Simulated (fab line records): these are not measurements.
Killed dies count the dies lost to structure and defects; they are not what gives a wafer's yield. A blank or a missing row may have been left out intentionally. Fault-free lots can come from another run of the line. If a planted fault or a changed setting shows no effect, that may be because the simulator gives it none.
The tool behind it: which one? || flow gf180mcu || 10 lots with 30 wafers sampled at 4 steps, on a route of 602 steps

## WHAT EACH GAUGE READ, for each wafer
GF_M1_OVL_MEAS_15. Usual: M1_OVL typically reads 5 nm, with standard deviation 6.3.
{"lot": "L163", "measured": "day 17 00:07", "on": "overlay-02", "M1_OVL (nm)": "0 0 2", "flag": ""}
{"lot": "L168", "measured": "day 19 10:26", "on": "overlay-01", "M1_OVL (nm)": "4 4 8", "flag": ""}
{"lot": "L170", "measured": "day 20 02:07", "on": "overlay-01", "M1_OVL (nm)": "10 0 -7", "flag": ""}
{"lot": "L172", "measured": "day 20 23:50", "on": "overlay-01", "M1_OVL (nm)": "9 3 11", "flag": ""}
{"lot": "L175", "measured": "day 21 13:49", "on": "overlay-01", "M1_OVL (nm)": "0 12 -4", "flag": ""}
{"lot": "L177", "measured": "day 22 06:43", "on": "overlay-02", "M1_OVL (nm)": "-2 4 -1", "flag": ""}
{"lot": "L178", "measured": "day 22 16:04", "on": "overlay-02", "M1_OVL (nm)": "6 4 -5", "flag": ""}
{"lot": "L182", "measured": "day 24 00:01", "on": "overlay-01", "M1_OVL (nm)": "4 1 3", "flag": ""}
{"lot": "L183", "measured": "day 24 10:40", "on": "overlay-01", "M1_OVL (nm)": "4 19 21", "flag": ""}
{"lot": "L186", "measured": "day 25 02:49", "on": "overlay-01", "M1_OVL (nm)": "9 9 8", "flag": ""}

GF_V2_RS_MEAS_24: the measuring method here is four-point-probe. Usual: V2_W_RS typically reads 0.331 ohm/sq, with standard deviation 0.0032.
{"lot": "L163", "measured": "day 20 06:45", "on": "film_metro-01", "V2_W_RS (ohm/sq)": "0.335 0.335 0.334", "flag": ""}
{"lot": "L168", "measured": "day 22 15:29", "on": "film_metro-03", "V2_W_RS (ohm/sq)": "0.330 0.326 0.331", "flag": ""}
{"lot": "L170", "measured": "day 23 05:51", "on": "film_metro-01", "V2_W_RS (ohm/sq)": "0.331 0.335 0.332", "flag": ""}
{"lot": "L172", "measured": "day 24 02:01", "on": "film_metro-03", "V2_W_RS (ohm/sq)": "0.335 0.333 0.335", "flag": ""}
{"lot": "L175", "measured": "day 24 15:40", "on": "film_metro-02", "V2_W_RS (ohm/sq)": "0.326 0.335 0.335", "flag": ""}
{"lot": "L177", "measured": "day 25 08:14", "on": "film_metro-01", "V2_W_RS (ohm/sq)": "0.335 0.334 0.334", "flag": ""}
{"lot": "L178", "measured": "day 25 15:55", "on": "film_metro-03", "V2_W_RS (ohm/sq)": "0.341 0.338 0.339", "flag": ""}
{"lot": "L182", "measured": "day 26 19:56", "on": "film_metro-03", "V2_W_RS (ohm/sq)": "0.266 0.267 0.265 0.266 0.267 0.265", "flag": "OFF"}
{"lot": "L183", "measured": "day 27 06:37", "on": "film_metro-03", "V2_W_RS (ohm/sq)": "0.262 0.264 0.262 0.262 0.264 0.262", "flag": "OFF"}
{"lot": "L186", "measured": "day 27 21:53", "on": "film_metro-03", "V2_W_RS (ohm/sq)": "0.332 0.334 0.328", "flag": ""}

GF_V2_THK_MEAS_25: measures by xrf. Usual: V2_W_THK typically reads 362 nm, with standard deviation 4.8.
{"lot": "L163", "measured": "day 20 06:52", "on": "film_metro-01", "V2_W_THK (nm)": "359 358 359", "flag": ""}
{"lot": "L168", "measured": "day 22 15:36", "on": "film_metro-03", "V2_W_THK (nm)": "360 369 362", "flag": ""}
{"lot": "L170", "measured": "day 23 05:58", "on": "film_metro-01", "V2_W_THK (nm)": "363 363 363", "flag": ""}
{"lot": "L172", "measured": "day 24 02:08", "on": "film_metro-03", "V2_W_THK (nm)": "350 356 352", "flag": ""}
{"lot": "L175", "measured": "day 24 15:47", "on": "film_metro-02", "V2_W_THK (nm)": "371 360 361", "flag": ""}
{"lot": "L177", "measured": "day 25 08:21", "on": "film_metro-01", "V2_W_THK (nm)": "358 363 362", "flag": ""}
{"lot": "L178", "measured": "day 25 16:02", "on": "film_metro-03", "V2_W_THK (nm)": "350 351 352", "flag": ""}
{"lot": "L182", "measured": "day 26 22:41", "on": "film_metro-03", "V2_W_THK (nm)": "451 452 454 453 451 453", "flag": "OFF"}
{"lot": "L183", "measured": "day 27 10:55", "on": "film_metro-03", "V2_W_THK (nm)": "454 451 456 453 449 449", "flag": "OFF"}
{"lot": "L186", "measured": "day 27 22:00", "on": "film_metro-03", "V2_W_THK (nm)": "357 357 360", "flag": ""}

## WHICH TOOL RAN EACH LOT (tool, then ch and the chambers of the sampled wafers, then the start)
{"lot": "L163", "GF_V2_CVD_23": "cvd_w-01 ch 0,1, day 20 06:37"}
{"lot": "L168", "GF_V2_CVD_23": "cvd_w-02 ch 0,1, day 22 15:21"}
{"lot": "L170", "GF_V2_CVD_23": "cvd_w-01 ch 0,1, day 23 05:44"}
{"lot": "L172", "GF_V2_CVD_23": "cvd_w-01 ch 0,1, day 24 01:55"}
{"lot": "L175", "GF_V2_CVD_23": "cvd_w-02 ch 1, day 24 15:34"}
{"lot": "L177", "GF_V2_CVD_23": "cvd_w-02 ch 1, day 25 08:00"}
{"lot": "L178", "GF_V2_CVD_23": "cvd_w-01 ch 0, day 25 15:48"}
{"lot": "L182", "GF_V2_CVD_23": "cvd_w-02 ch 0,1, day 26 19:37"}
{"lot": "L183", "GF_V2_CVD_23": "cvd_w-02 ch 0,1, day 27 06:30"}
{"lot": "L186", "GF_V2_CVD_23": "cvd_w-01 ch 0,1, day 27 21:46"}
- GF_V2_CVD_23: deposits W, target thk 350 nm, time 104.94 s.

## WHAT THE TOOLS THEMSELVES READ (means of the sampled wafers that have a number; where no wafer has one, the mark that the record gives instead)
GF_V2_CVD_23. Usual: heater_power_w 876 W, standard deviation 76; susceptor_temp_C 399.98 C, standard deviation 0.23.
{"lot": "L163", "tool": "cvd_w-01", "heater_power_w (W)": 886, "susceptor_temp_C (C)": 399.95, "flag": ""}
{"lot": "L168", "tool": "cvd_w-02", "heater_power_w (W)": 817, "susceptor_temp_C (C)": 399.97, "flag": ""}
{"lot": "L170", "tool": "cvd_w-01", "heater_power_w (W)": 939, "susceptor_temp_C (C)": 399.75, "flag": ""}
{"lot": "L172", "tool": "cvd_w-01", "heater_power_w (W)": 883, "susceptor_temp_C (C)": 399.94, "flag": ""}
{"lot": "L175", "tool": "cvd_w-02", "heater_power_w (W)": 836, "susceptor_temp_C (C)": 400.16, "flag": ""}
{"lot": "L177", "tool": "cvd_w-02", "heater_power_w (W)": 837, "susceptor_temp_C (C)": 400.16, "flag": ""}
{"lot": "L178", "tool": "cvd_w-01", "heater_power_w (W)": 855, "susceptor_temp_C (C)": 400.11, "flag": ""}
{"lot": "L182", "tool": "cvd_w-02", "heater_power_w (W)": 894, "susceptor_temp_C (C)": 412.00, "flag": "OFF"}
{"lot": "L183", "tool": "cvd_w-02", "heater_power_w (W)": 896, "susceptor_temp_C (C)": 411.94, "flag": "OFF"}
{"lot": "L186", "tool": "cvd_w-01", "heater_power_w (W)": 902, "susceptor_temp_C (C)": 400.09, "flag": ""}

## THE ANSWER, worked out from the rows above alone
Rule: a lot counts as off when the mean over its wafers that have a number is more than 3 standard deviations away from the usual mean. A lot without any number at a reading at which 4 lots or more have one is off too. Where the step has rows for the other lots, those lots are counted as sound. The gauges are gone through in route order, then the tools' own readings, and for those a lot's mean is taken as printed above. The first step at which some lot is off is used, and at that step the reading that is off furthest; a lot without a number counts as furthest.
Off: at GF_V2_RS_MEAS_24 (V2_W_RS), L182, L183.
A tool fits if, at a process step before that reading, it ran every lot that is off, and no sound lot after the first of them. Not tried: the gauges at GF_V2_RS_MEAS_24; whatever is off there is also off at GF_V2_CVD_23, on other tools, and gauge error can't account for it. One fits: GF_V2_CVD_23 on cvd_w-02. A fault onset in the window from L177 (day 25 08:00, its last sound lot) to L182 (day 26 19:37, its first lot off) fits.
On the lots that are off, the tool's own readings at GF_V2_CVD_23 differ by more than 5 times the standard deviation of the sound lots' means, which bears it out; susceptor_temp_C reads 411.97 C there versus 400.02 C on the sound lots.

## WHAT HAD BEEN PUT IN BY THE SIMULATOR
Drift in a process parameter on cvd_w-02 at GF_V2_CVD_23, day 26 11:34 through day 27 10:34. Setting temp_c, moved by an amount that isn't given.
Lots struck among those shown: L182, L183. This agrees with what the rule above found.
